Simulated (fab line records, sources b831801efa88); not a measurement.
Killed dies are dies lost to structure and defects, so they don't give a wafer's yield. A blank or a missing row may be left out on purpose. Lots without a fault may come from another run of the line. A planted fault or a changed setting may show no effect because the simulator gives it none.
fab line records | flow sky130
record lots=14 wafers=42 last_day=49
route steps=708 shown VT_ADJUST_LVTN@99 VT_ADJUST_NCORE@130 PAD_OPEN@708
lots that met no fault: from a run of the same line without faults
start_h: hours from the record's first day to the start of the lot's first wafer shown | wait_h: hours since the lot's step before | " the same as in the row above | L1.1+2: a row that stands for several wafers | - no value, or no start given | * or withheld: withheld | < > ~ a bound
route shown NAME@n: a module of which the file shows steps, and the number in the route of the first | usual: mean/standard deviation of fault-free wafers | same: alike in all rows | chamber/n: place in a boat | sites: the reading at each site | _std_site: their standard deviation | _edge_site: outer sites' mean less inner sites' | radius_mm: how far each site lies from the wafer's centre | mask NAME#n: copy n | behind: the tool/chamber that last shaped the wafer | hold: why the lot was held/for how many hours/how that ended | device: the transistor (n, p or np) that didn't switch | end of line: the same wafers' tests at the end of the route | a step without rows: its recipe alone | killed: dies lost to structure and defects at the first sort, not the wafer's yield | map: a wafer's dies, x killed, . not, _ none there
set.NAME: the setting as run; set.NAME@STEP: as run at that earlier step | model.NAME: the simulator's own value behind a step, which no gauge read
steps of the route over a sample of lots; a table a step, a row a wafer
## steps
# step SKY_VT_ADJUST_LVTN_COAT_02
# recipe spin_rpm=2000 resist_thk_nm=3000
# usual chill_plate_temp_C=22.98/0.11 dispense_pressure_kPa=48/4.2
# columns lot.wafer tool chamber start_h wait_h chill_plate_temp_C dispense_pressure_kPa
L353.1 litho_track-03 0 140.81 0.1 23.02 44
L353.5 " 0 " " 23.07 44
L353.6 " 0 " " 23.06 44
L354.3 litho_track-02 0 143.02 0.1 22.82 47
L354.4 " 0 " " 23.05 47
L354.6 " 0 " " 22.99 47
L355.1 litho_track-04 0 145.61 0.1 22.90 54
L355.2 " 0 " " 22.96 54
L355.6 " 0 " " 22.80 54
L359.2 litho_track-04 0 188.58 0.1 23.02 54
L359.4 " 0 " " 23.14 54
L359.5 " 0 " " 23.10 54
L360.1 litho_track-02 0 192.77 0.1 23.06 47
L360.2 " 0 " " 22.87 47
L360.5 " 0 " " 23.08 47
L363.2 litho_track-03 0 205.19 0.1 23.14 44
L363.4 " 0 " " 23.01 44
L363.5 " 0 " " 23.22 44
L362.1 litho_track-03 0 206.71 0.1 22.85 44
L362.2 " 0 " " 22.92 44
L362.6 " 0 " " 23.06 44
L365.2 litho_track-02 0 220.14 0.1 22.99 47
L365.4 " 0 " " 22.96 47
L365.5 " 0 " " 22.87 47
L366.1 litho_track-04 0 228.30 0.1 23.01 54
L366.5 " 0 " " 23.04 54
L366.6 " 0 " " 22.92 54
L367.3 litho_track-03 - 228.66 0.1 - -
L367.4 " - " " - -
L367.6 " - " " - -
L368.1 litho_track-02 - 235.07 0.1 - -
L368.5 " - " " - -
L368.6 " - " " - -
L369.3 litho_track-02 - 238.97 0.1 - -
L369.5 " - " " - -
L369.6 " - " " - -
L370.2 litho_track-03 0 243.79 0.1 22.97 44
L370.3 " 0 " " 23.09 44
L370.4 " 0 " " 22.95 44
L371.1 litho_track-04 0 259.75 0.1 22.95 54
L371.3 " 0 " " 22.90 54
L371.4 " 0 " " 22.90 54
# step SKY_VT_ADJUST_LVTN_OVL_MEAS_07
# usual VT_ADJUST_LVTN_OVL=-0.2/1.4
# columns lot.wafer tool chamber start_h wait_h VT_ADJUST_LVTN_OVL[nm]
L353.1 overlay-02 - 150.31 - -0.9
L353.5 " - " " -3.9
L353.6 " - " " -1.7
L354.3 overlay-01 - 152.53 - -2.1
L354.4 " - " " -2.4
L354.6 " - " " -3.0
L355.1 overlay-01 - 155.01 - 2.3
L355.2 " - " " 1.1
L355.6 " - " " 1.2
L359.2 overlay-01 - 199.12 - 1.6
L359.4 " - " " 0.3
L359.5 " - " " 1.1
L360.1 overlay-01 - 203.22 - 1.5
L360.2 " - " " 1.1
L360.5 " - " " 1.6
L363.2 overlay-02 - 216.32 - -1.2
L363.4 " - " " -0.5
L363.5 " - " " -0.1
L362.1 overlay-02 - 217.66 - -1.2
L362.2 " - " " -2.3
L362.6 " - " " -2.4
L365.2 overlay-01 - 231.96 - -1.9
L365.4 " - " " -0.8
L365.5 " - " " -1.0
L366.1 overlay-01 - 239.80 - -0.2
L366.5 " - " " 0.7
L366.6 " - " " 1.0
L367.3 overlay-02 - 239.97 - -
L367.4 " - " " -
L367.6 " - " " -
L368.1 overlay-01 - 245.95 - -
L368.5 " - " " -
L368.6 " - " " -
L369.3 overlay-02 - 249.83 - -
L369.5 " - " " -
L369.6 " - " " -
L370.2 overlay-01 - 256.07 - 0.9
L370.3 " - " " 1.0
L370.4 " - " " 1.6
L371.1 overlay-02 - 271.66 - 0.0
L371.3 " - " " 0.7
L371.4 " - " " 0.6
# step SKY_VT_ADJUST_LVTN_TW_MEAS_21
# usual VT_ADJUST_LVTN_2_TW=187.4/1.9
# columns lot.wafer tool chamber start_h wait_h VT_ADJUST_LVTN_2_TW
L353.1 film_metro-01 - 170.45 0.1 185.4
L353.5 " - " " 186.4
L353.6 " - " " 185.0
L354.3 film_metro-04 - 173.32 0.1 191.2
L354.4 " - " " 191.3
L354.6 " - " " 191.2
L355.1 film_metro-04 - 175.54 0.1 190.4
L355.2 " - " " 190.8
L355.6 " - " " 190.4
L359.2 film_metro-04 - 221.30 0.1 189.7
L359.4 " - " " 188.3
L359.5 " - " " 189.4
L360.1 film_metro-03 - 225.80 0.1 189.2
L360.2 " - " " 186.6
L360.5 " - " " 188.8
L363.2 film_metro-04 - 239.31 0.1 189.5
L363.4 " - " " 190.7
L363.5 " - " " 188.9
L362.1 film_metro-01 - 241.69 0.1 184.9
L362.2 " - " " 186.1
L362.6 " - " " 185.2
L365.2 film_metro-01 - 255.85 0.1 186.5
L365.4 " - " " 184.4
L365.5 " - " " 186.1
L366.1 film_metro-03 - 263.57 0.1 187.6
L366.5 " - " " 186.8
L366.6 " - " " 186.7
L367.3 film_metro-01 - 264.22 0.1 264.2
L367.4 " - " " 262.8
L367.6 " - " " 263.9
L368.1 film_metro-03 - 270.65 0.1 267.3
L368.5 " - " " 266.8
L368.6 " - " " 266.7
L369.3 film_metro-03 - 274.42 0.1 267.0
L369.5 " - " " 266.1
L369.6 " - " " 266.8
L370.2 film_metro-01 - 279.86 0.1 186.3
L370.3 " - " " 186.6
L370.4 " - " " 186.1
L371.1 film_metro-01 - 297.24 0.1 186.3
L371.3 " - " " 187.0
L371.4 " - " " 185.6
# step SKY_VT_ADJUST_NCORE_TW_MEAS_11
# usual VT_ADJUST_NCORE_TW=219.8/1.9
# columns lot.wafer tool chamber start_h wait_h VT_ADJUST_NCORE_TW
L353.1 film_metro-04 - 191.22 0.1 220.2
L353.5 " - " " 220.5
L353.6 " - " " 222.0
L354.3 film_metro-02 - 193.78 0.1 220.8
L354.4 " - " " 219.1
L354.6 " - " " 220.1
L355.1 film_metro-02 - 196.52 0.1 220.7
L355.2 " - " " 219.8
L355.6 " - " " 219.5
L359.2 film_metro-04 - 244.88 0.1 220.6
L359.4 " - " " 220.2
L359.5 " - " " 220.2
L360.1 film_metro-02 - 248.81 0.1 219.9
L360.2 " - " " 220.6
L360.5 " - " " 219.6
L363.2 film_metro-03 - 263.28 0.1 216.7
L363.4 " - " " 217.8
L363.5 " - " " 217.9
L362.1 film_metro-04 - 265.92 0.1 222.5
L362.2 " - " " 222.8
L362.6 " - " " 221.1
L365.2 film_metro-03 - 279.38 0.1 219.3
L365.4 " - " " 218.4
L365.5 " - " " 218.2
L366.1 film_metro-04 - 287.96 0.1 223.0
L366.5 " - " " 219.2
L366.6 " - " " 220.8
L367.3 film_metro-03 - 288.69 0.1 280.6
L367.4 " - " " 280.1
L367.6 " - " " 280.7
L368.1 film_metro-02 - 295.91 0.1 283.3
L368.5 " - " " 284.2
L368.6 " - " " 284.9
L369.3 film_metro-02 - 300.18 0.1 284.2
L369.5 " - " " 284.7
L369.6 " - " " 285.1
L370.2 film_metro-03 - 306.07 0.1 217.7
L370.3 " - " " 217.3
L370.4 " - " " 216.6
L371.1 film_metro-04 - 322.76 0.1 222.6
L371.3 " - " " 221.5
L371.4 " - " " 220.6
# step SKY_PAD_OPEN_PROBE_99
# usual killed_at_M0_to_M3=43/6.8 killed_at_M4_up=3.0/1.8 killed_at_contacts=23/5.4 killed_at_front_end=15/4.4 killed_at_other=0.3/0.51 killed_dies=85/9.2 killed_on_rim=17/3.7 killed_open=47/6.8 killed_short=39/6.8
# same gross_dies=492 killed_at_back_side=0
# columns lot.wafer tool chamber start_h wait_h killed_at_M0_to_M3 killed_at_M4_up killed_at_contacts killed_at_front_end killed_at_other killed_dies killed_on_rim killed_open killed_short
L363.2 prober-01 - 1144.48 0.1 41 1 15 15 0 72 16 45 27
L363.4 prober-01 - 1144.58 0.2 42 3 24 17 0 86 17 39 47
L363.5 prober-01 - 1144.63 0.2 49 7 20 17 1 94 17 54 40
L367.3 prober-01 - 1163.48 0.2 42 3 19 428 0 492 96 41 50
L367.4 prober-01 - 1163.53 0.2 40 1 19 432 0 492 96 45 35
L367.6 prober-01 - 1163.63 0.2 47 2 23 420 0 492 96 55 38
L368.1 prober-02 - 1164.28 0.1 44 2 17 429 0 492 96 47 31
L368.5 prober-02 - 1164.48 0.2 37 1 22 432 0 492 96 43 30
L368.6 prober-02 - 1164.53 0.2 46 1 19 426 0 492 96 30 50
L369.3 prober-01 - 1166.34 0.2 44 4 16 427 1 492 96 52 32
L369.5 prober-01 - 1166.44 0.2 43 2 18 429 0 492 96 48 28
L369.6 prober-01 - 1166.49 0.2 52 2 18 419 1 492 96 54 41
L371.1 prober-01 - 1183.36 0.1 52 4 30 12 0 98 22 49 49
L371.3 prober-01 - 1183.46 0.2 45 3 25 21 1 95 23 52 43
L371.4 prober-01 - 1183.51 0.2 51 5 21 10 0 87 16 39 48
# killed by level:class
L363.2 VIA1:geometric_particle:open=11 VIA3:geometric_particle:open=8 FIELD_ISO:geometric_particle:open=6 LI_CONTACT:geometric_particle:open=6 METAL1:geometric_particle:short=6 VIA1:geometric_particle:short=4 VIA2:geometric_particle:open=4 POLY_GATE:geometric_particle:open=3
L363.4 METAL2:geometric_particle:short=9 LI_CONTACT:geometric_particle:open=8 CONTACT:geometric_particle:short=8 VIA1:geometric_particle:open=7 VIA2:geometric_particle:open=6 POLY_GATE:geometric_particle:open=5 VIA3:geometric_particle:open=5 FIELD_ISO:geometric_particle:short=4
L363.5 VIA2:geometric_particle:open=18 VIA1:geometric_particle:open=7 LI_CONTACT:geometric_particle:short=6 FIELD_ISO:geometric_particle:open=5 POLY_GATE:geometric_particle:short=5 LI_CONTACT:geometric_particle:open=5 POLY_GATE:geometric_particle:open=4 VIA3:geometric_particle:open=4
L367.3 VT_ADJUST_LVTN:area_expose=401 POLY_GATE:geometric_particle:short=9 CONTACT:geometric_particle:open=9 VIA1:geometric_particle:open=7 VIA1:geometric_particle:short=7 METAL2:geometric_particle:short=7 VIA2:geometric_particle:open=6 METAL1:geometric_particle:short=6
L367.4 VT_ADJUST_LVTN:area_expose=412 VIA1:geometric_particle:open=9 CONTACT:geometric_particle:open=9 VIA2:geometric_particle:open=7 FIELD_ISO:geometric_particle:open=6 METAL1:geometric_particle:short=6 POLY_GATE:geometric_particle:open=4 POLY_GATE:geometric_particle:short=4
L367.6 VT_ADJUST_LVTN:area_expose=399 VIA1:geometric_particle:open=13 CONTACT:geometric_particle:open=13 LI_CONTACT:geometric_particle:open=6 METAL1:geometric_particle:short=6 POLY_GATE:geometric_particle:open=5 POLY_GATE:geometric_particle:short=5 VIA3:geometric_particle:short=5
L368.1 VT_ADJUST_LVTN:area_expose=414 VIA1:geometric_particle:open=17 CONTACT:geometric_particle:open=8 FIELD_ISO:geometric_particle:short=5 METAL1:geometric_particle:short=5 VIA2:geometric_particle:open=5 FIELD_ISO:geometric_particle:open=4 POLY_GATE:geometric_particle:short=4
L368.5 VT_ADJUST_LVTN:area_expose=419 VIA2:geometric_particle:open=13 VIA1:geometric_particle:open=7 METAL2:geometric_particle:short=6 LI_CONTACT:geometric_particle:open=6 CONTACT:geometric_particle:open=6 CONTACT:geometric_particle:short=5 METAL1:geometric_particle:short=4
L368.6 VT_ADJUST_LVTN:area_expose=412 METAL1:geometric_particle:short=13 VIA1:geometric_particle:short=9 FIELD_ISO:geometric_particle:short=7 VIA1:geometric_particle:open=7 LI_CONTACT:geometric_particle:short=5 LI_CONTACT:geometric_particle:open=5 CONTACT:geometric_particle:short=4
L369.3 VT_ADJUST_LVTN:area_expose=408 VIA1:geometric_particle:open=13 FIELD_ISO:geometric_particle:open=7 LI_CONTACT:geometric_particle:open=6 VIA2:geometric_particle:open=6 VIA1:geometric_particle:short=5 FIELD_ISO:geometric_particle:short=4 CONTACT:geometric_particle:open=4
L369.5 VT_ADJUST_LVTN:area_expose=416 CONTACT:geometric_particle:open=11 VIA1:geometric_particle:open=7 FIELD_ISO:geometric_particle:open=6 METAL2:geometric_particle:short=6 VIA3:geometric_particle:open=6 LI_CONTACT:geometric_particle:open=5 VIA2:geometric_particle:open=5
L369.6 VT_ADJUST_LVTN:area_expose=397 VIA1:geometric_particle:open=12 VIA3:geometric_particle:open=8 VIA2:geometric_particle:open=7 FIELD_ISO:geometric_particle:short=6 FIELD_ISO:geometric_particle:open=6 CONTACT:geometric_particle:open=6 CONTACT:geometric_particle:short=5
L371.1 VIA1:geometric_particle:open=12 METAL2:geometric_particle:short=12 LOCAL_INTERCONNECT:geometric_particle:short=8 METAL3:geometric_particle:short=7 CONTACT:geometric_particle:open=7 VIA3:geometric_particle:open=7 VIA2:geometric_particle:open=6 LI_CONTACT:geometric_particle:short=5
L371.3 VIA1:geometric_particle:open=13 CONTACT:geometric_particle:open=11 LI_CONTACT:geometric_particle:open=7 METAL1:geometric_particle:short=7 VIA1:geometric_particle:short=7 METAL2:geometric_particle:short=6 FIELD_ISO:geometric_particle:short=5 VIA2:geometric_particle:open=5
L371.4 METAL1:geometric_particle:short=10 VIA1:geometric_particle:open=9 CONTACT:geometric_particle:open=7 VIA3:geometric_particle:open=7 METAL2:geometric_particle:short=6 LI_CONTACT:geometric_particle:short=5 VIA3:geometric_particle:short=5 FIELD_ISO:geometric_particle:open=4
## key
first_sign step=SKY_VT_ADJUST_LVTN_COAT_02 reading=tool_record direction=missing
effect step=SKY_VT_ADJUST_LVTN_OVL_MEAS_07 reading=VT_ADJUST_LVTN_OVL direction=missing
effect step=SKY_VT_ADJUST_LVTN_TW_MEAS_21 reading=VT_ADJUST_LVTN_2_TW direction=up sigmas=42 usual=187.4 struck=265.7
effect step=SKY_VT_ADJUST_NCORE_TW_MEAS_11 reading=VT_ADJUST_NCORE_TW direction=up sigmas=34 usual=219.8 struck=283.1
effect step=SKY_PAD_OPEN_PROBE_99 reading=killed_at_front_end direction=up sigmas=93 usual=15 struck=427
more_kills_born_at SKY_VT_ADJUST_LVTN_EXPOSE_04@iline_stepper-02=2433 SKY_VT_ADJUST_LVTN_EXPOSE_04@iline_stepper-01=1245
met_at SKY_VT_ADJUST_LVTN_COAT_02
struck_lots L367,L368,L369
tester_left_out L367,L368,L369
onset_between 220.14 228.66
fault kind=skipped_step_whole tool=litho_track-02,litho_track-03 chamber=- onset_h=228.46 steps=SKY_VT_ADJUST_LVTN_COAT_02 scope=struck_lots_only
# tester_left_out: of these lots the tester's yield and bins aren't shown, on N5 and GAA mostly nor the transistor test; their killed dies are dies lost to structure and defects alone, not to doping, threshold or leakage, so they don't give the yield
